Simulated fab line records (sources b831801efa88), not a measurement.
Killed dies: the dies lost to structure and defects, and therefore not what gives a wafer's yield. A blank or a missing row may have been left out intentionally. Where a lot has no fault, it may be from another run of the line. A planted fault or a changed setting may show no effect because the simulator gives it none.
Comparing a struck lot with a sound one	flow gf180mcu	43 out of 602 route steps
Sound: the wafers L129.1, L129.3, L129.6. The struck wafers were L127.1, L127.5, L127.6. Last of all comes the cause.
Order at every step that has rows: each side's tool, ch and its chambers, its first start. Under that, the readings that differ: sound wafers	struck wafers	difference of the means	sigmas: that difference in standard deviations of wafers without a fault.
alike: words and numbers the same on both sides, and readings whose means are apart by under 2 such deviations; not compared: readings that were withheld, readings missing a value for some wafer, numbers with overlapping values and no deviation given by the record, and bounds like >300 which may hide the same value.
Wherever a step has rows on one side only, a row that says differs or no value, or a row with sigmas, the two part there. Non-overlapping numbers with no deviation appear without sigmas and do not part them. Lack of a reading on every wafer of one side parts them only where that side has two or more wafers.

first, 2 steps without rows for these wafers: GF_MVSD_IMPLANT_08; GF_MVSD_IMPLANT_09.
GF_MVSD_STRIP_10: strips in O2/N2.
  sound on plasma asher-01 ch 0, day 8 10:58; struck on plasma asher-03 ch 0,1, day 8 01:11
reading	sound	struck	difference	sigmas
heater power w (W)	368 382 374	323 330 321	-50	-2
  alike: drypump motor current A, oes product au, strip time to endpoint s
  not compared: rf hours counter h
GF_MVSD_TW_MEAS_11:
  sound on film metro-03 at day 8 11:04; struck on film metro-03 at day 8 01:17
  alike: MVSD_TW
then, 7 steps without rows for these wafers: GF_MVPSD_DEHYDRATE_00 (time 60 s); GF_MVPSD_HMDS_01 (prime time 60 s); GF_MVPSD_COAT_02 (resist thk 3000 nm); GF_MVPSD_SOFTBAKE_03; GF_MVPSD_EXPOSE_04 (exposes mask MVPSD, target cd 1000 nm); GF_MVPSD_PEB_05; GF_MVPSD_DEVELOP_06 (develop time 60 s).
GF_MVPSD_OVL_MEAS_07:
  sound on overlay-01 at day 9 03:14; struck on overlay-02 at day 8 17:47
  alike: MVPSD_OVL
GF_MVPSD_IMPLANT_08:
  sound on implanter-02 ch 0, day 9 03:16; struck on implanter-02, day 8 17:49
  no value came back on the struck wafers for beam energy keV, beam on s (s), tilt deg (degrees); on the sound wafers beam energy keV reads 170.01 170.03 170.03
next, for these wafers, 1 step has no rows: GF_MVPSD_IMPLANT_09.
GF_MVPSD_STRIP_10: strips in O2/N2.
  sound on plasma asher-03 ch 0,1, day 9 03:34; struck on plasma asher-03 ch 0,1, day 8 18:07
  alike: drypump motor current A, heater power w, oes product au, strip time to endpoint s
  not compared: rf hours counter h
GF_MVPSD_TW_MEAS_11:
  sound on film metro-02 at day 9 03:40; struck on film metro-02 at day 8 18:13
reading	sound	struck	difference	sigmas
MVPSD_TW	552 552 553	321 320 322	-231	-77
then, 7 steps without rows for these wafers: GF_VT_IMPLANT_DEHYDRATE_00 (time 60 s); GF_VT_IMPLANT_HMDS_01 (prime time 60 s); GF_VT_IMPLANT_COAT_02 (resist thk 1000 nm); GF_VT_IMPLANT_SOFTBAKE_03 (time 60 s); GF_VT_IMPLANT_EXPOSE_04 (exposes mask LVPWELL LV AREA, target cd 600 nm); GF_VT_IMPLANT_PEB_05; GF_VT_IMPLANT_DEVELOP_06 (develop time 60 s).
GF_VT_IMPLANT_OVL_MEAS_07:
  sound on overlay-01 at day 9 19:57; struck on overlay-01 at day 9 10:51
  alike: VT_IMPLANT_OVL
next, for these wafers, 1 step has no rows: GF_VT_IMPLANT_IMPLANT_08.
GF_VT_IMPLANT_STRIP_09: strips in O2/N2.
  sound on plasma asher-02 ch 0,1, day 9 20:08; struck on plasma asher-04 ch 0,1, day 9 11:02
  alike: drypump motor current A, heater power w, oes product au, strip time to endpoint s
  not compared: rf hours counter h
GF_VT_IMPLANT_TW_MEAS_10:
  sound on film metro-04 at day 9 20:14; struck on film metro-04 at day 9 11:08
  alike: VT_IMPLANT_TW
then, 7 steps without rows for these wafers: GF_VT_IMPLANT_DEHYDRATE_11 (time 60 s); GF_VT_IMPLANT_HMDS_12 (prime time 60 s); GF_VT_IMPLANT_COAT_13 (resist thk 1000 nm); GF_VT_IMPLANT_SOFTBAKE_14 (time 60 s); GF_VT_IMPLANT_EXPOSE_15 (exposes mask Nwell LV AREA, target cd 860 nm); GF_VT_IMPLANT_PEB_16; GF_VT_IMPLANT_DEVELOP_17 (develop time 60 s).
GF_VT_IMPLANT_OVL_MEAS_18:
  sound on overlay-02 at day 10 15:01; struck on overlay-01 at day 10 04:23
  alike: VT_IMPLANT_01_OVL
next, for these wafers, 1 step has no rows: GF_VT_IMPLANT_IMPLANT_19.
GF_VT_IMPLANT_STRIP_20: strips in O2/N2.
  sound on plasma asher-04 ch 0,1, day 10 15:11; struck on plasma asher-03 ch 0,1, day 10 04:34
reading	sound	struck	difference	sigmas
strip time to endpoint s (s)	12.53 12.55 12.54	12.66 12.68 12.68	+0.13	+3
  alike: drypump motor current A, heater power w, oes product au
  not compared: rf hours counter h
GF_VT_IMPLANT_TW_MEAS_21:
  sound on film metro-03 at day 10 15:17; struck on film metro-04 at day 10 04:40
  alike: VT_IMPLANT_2_TW
then, 4 steps without rows for these wafers: GF_VT_IMPLANT_DEHYDRATE_22 (time 60 s); GF_VT_IMPLANT_HMDS_23 (prime time 60 s); GF_VT_IMPLANT_COAT_24 (resist thk 1000 nm); GF_VT_IMPLANT_SOFTBAKE_25 (time 60 s).
GF_VT_IMPLANT_RS_MEAS_49: measurement is done with a four-point probe.
  sound on film metro-03 at day 12 06:01; struck on film metro-02 at day 11 19:21
reading	sound	struck	difference	sigmas
MVPSD_RS (ohm/sq)	1173 1170 1170	3947 3964 3942	+2780	+99 or more

== WHERE THEY PART ==
Earliest at GF_MVSD_STRIP_10; latest, in this record, at GF_VT_IMPLANT_RS_MEAS_49.

WHY: what had been put in by the simulator
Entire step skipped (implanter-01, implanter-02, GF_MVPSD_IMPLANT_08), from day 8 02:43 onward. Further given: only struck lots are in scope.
